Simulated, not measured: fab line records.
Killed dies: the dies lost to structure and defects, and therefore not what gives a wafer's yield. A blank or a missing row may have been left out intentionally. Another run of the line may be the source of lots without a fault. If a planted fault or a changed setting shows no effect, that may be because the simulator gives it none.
Chamber matching || flow gf180mcu || rieSi-02 running GF_POLY_GATE_ETCH_13: 4 sister chambers
The step etches poly-Si in HBr/Cl2, stops on SiO2, target depth 198.5 nm, time 69.6 s. 14 wafers are shown with their chamber, then 7 later ones without.

== WAFERS WITH THEIR CHAMBER ==
{"wafer": "L499.1", "chamber": 2, "drypumpMotorCurrentA (A)": 5.6, "heBacksideLeakSccm (sccm)": 2.73, "rfFwdPowerW (W)": 394.1}
{"wafer": "L499.2", "chamber": 1, "drypumpMotorCurrentA (A)": 5.0, "heBacksideLeakSccm (sccm)": 2.38, "rfFwdPowerW (W)": 396.8}
{"wafer": "L499.3", "chamber": 0, "drypumpMotorCurrentA (A)": 5.0, "heBacksideLeakSccm (sccm)": 2.32, "rfFwdPowerW (W)": 393.8}
{"wafer": "L500.1", "chamber": 0, "drypumpMotorCurrentA (A)": 4.9, "heBacksideLeakSccm (sccm)": 2.41, "rfFwdPowerW (W)": 395.7}
{"wafer": "L500.3", "chamber": 3, "drypumpMotorCurrentA (A)": 6.6, "heBacksideLeakSccm (sccm)": 2.80, "rfFwdPowerW (W)": 397.5}
{"wafer": "L500.6", "chamber": 3, "drypumpMotorCurrentA (A)": 6.6, "heBacksideLeakSccm (sccm)": 2.86, "rfFwdPowerW (W)": 398.3}
{"wafer": "L501.1", "chamber": 0, "drypumpMotorCurrentA (A)": 4.9, "heBacksideLeakSccm (sccm)": 2.35, "rfFwdPowerW (W)": 394.2}
{"wafer": "L501.3", "chamber": 3, "drypumpMotorCurrentA (A)": 6.5, "heBacksideLeakSccm (sccm)": 2.73, "rfFwdPowerW (W)": 395.7}
{"wafer": "L501.4", "chamber": 1, "drypumpMotorCurrentA (A)": 4.9, "heBacksideLeakSccm (sccm)": 2.43, "rfFwdPowerW (W)": 398.3}
{"wafer": "L503.4", "chamber": 2, "drypumpMotorCurrentA (A)": 5.6, "heBacksideLeakSccm (sccm)": 2.78, "rfFwdPowerW (W)": 398.2}
{"wafer": "L503.5", "chamber": 0, "drypumpMotorCurrentA (A)": 4.9, "heBacksideLeakSccm (sccm)": 2.46, "rfFwdPowerW (W)": 394.9}
{"wafer": "L503.6", "chamber": 1, "drypumpMotorCurrentA (A)": 4.8, "heBacksideLeakSccm (sccm)": 2.43, "rfFwdPowerW (W)": 397.3}
{"wafer": "L504.2", "chamber": 1, "drypumpMotorCurrentA (A)": 4.9, "heBacksideLeakSccm (sccm)": 2.22, "rfFwdPowerW (W)": 396.5}
{"wafer": "L504.4", "chamber": 3, "drypumpMotorCurrentA (A)": 6.6, "heBacksideLeakSccm (sccm)": 2.78, "rfFwdPowerW (W)": 400.1}

SIGNATURES, as means of the wafers listed above
{"reading": "drypumpMotorCurrentA", "chamber 0": 4.925, "chamber 1": 4.900, "chamber 2": 5.600, "chamber 3": 6.575, "scatter within a chamber": 0.0592}
{"reading": "heBacksideLeakSccm", "chamber 0": 2.3850, "chamber 1": 2.3650, "chamber 2": 2.7550, "chamber 3": 2.7925, "scatter within a chamber": 0.0716}
{"reading": "rfFwdPowerW", "chamber 0": 394.650, "chamber 1": 397.225, "chamber 2": 396.150, "chamber 3": 397.900, "scatter within a chamber": 1.5}
Rule: for a wafer and a chamber, the distance is found by dividing, reading by reading, the gap between the wafer's reading and the chamber's mean by the reading's scatter, squaring, summing and taking the root. If the next closest chamber is less than 2 further off than the closest, the wafer can't be placed; otherwise it belongs to the closest. The scatter: the root of (the sum of the squares of (reading less its chamber's mean) over the shown wafers, divided by (wafers less chambers)).

== WAFERS WHOSE CHAMBER IS MISSING ==
{"wafer": "L504.5", "drypumpMotorCurrentA (A)": 5.0, "heBacksideLeakSccm (sccm)": 2.45, "rfFwdPowerW (W)": 396.2}
{"wafer": "L508.1", "drypumpMotorCurrentA (A)": 5.6, "heBacksideLeakSccm (sccm)": 2.81, "rfFwdPowerW (W)": 397.9}
{"wafer": "L508.4", "drypumpMotorCurrentA (A)": 4.9, "heBacksideLeakSccm (sccm)": 2.51, "rfFwdPowerW (W)": 396.0}
{"wafer": "L508.6", "drypumpMotorCurrentA (A)": 5.6, "heBacksideLeakSccm (sccm)": 2.78, "rfFwdPowerW (W)": 398.0}
{"wafer": "L510.4", "drypumpMotorCurrentA (A)": 4.9, "heBacksideLeakSccm (sccm)": 2.48, "rfFwdPowerW (W)": 397.3}
{"wafer": "L510.5", "drypumpMotorCurrentA (A)": 4.9, "heBacksideLeakSccm (sccm)": 2.57, "rfFwdPowerW (W)": 396.9}
{"wafer": "L510.6", "drypumpMotorCurrentA (A)": 4.9, "heBacksideLeakSccm (sccm)": 2.45, "rfFwdPowerW (W)": 393.1}

== WHICH CHAMBER EACH ONE RAN IN ==
{"wafer": "L504.5", "from the rows above": "can't be placed: 0 or 1", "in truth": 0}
{"wafer": "L508.1", "from the rows above": 2, "in truth": 2}
{"wafer": "L508.4", "from the rows above": "can't be placed: 0 or 1", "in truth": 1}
{"wafer": "L508.6", "from the rows above": 2, "in truth": 2}
{"wafer": "L510.4", "from the rows above": "can't be placed: 1 or 0", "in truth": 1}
{"wafer": "L510.5", "from the rows above": "can't be placed: 1 or 0", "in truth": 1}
{"wafer": "L510.6", "from the rows above": "can't be placed: 0 or 1", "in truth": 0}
2 of 7 placed correctly. Can't be placed from these rows: 5 (the true chamber is among the candidates in 5). Placed wrongly: 0.
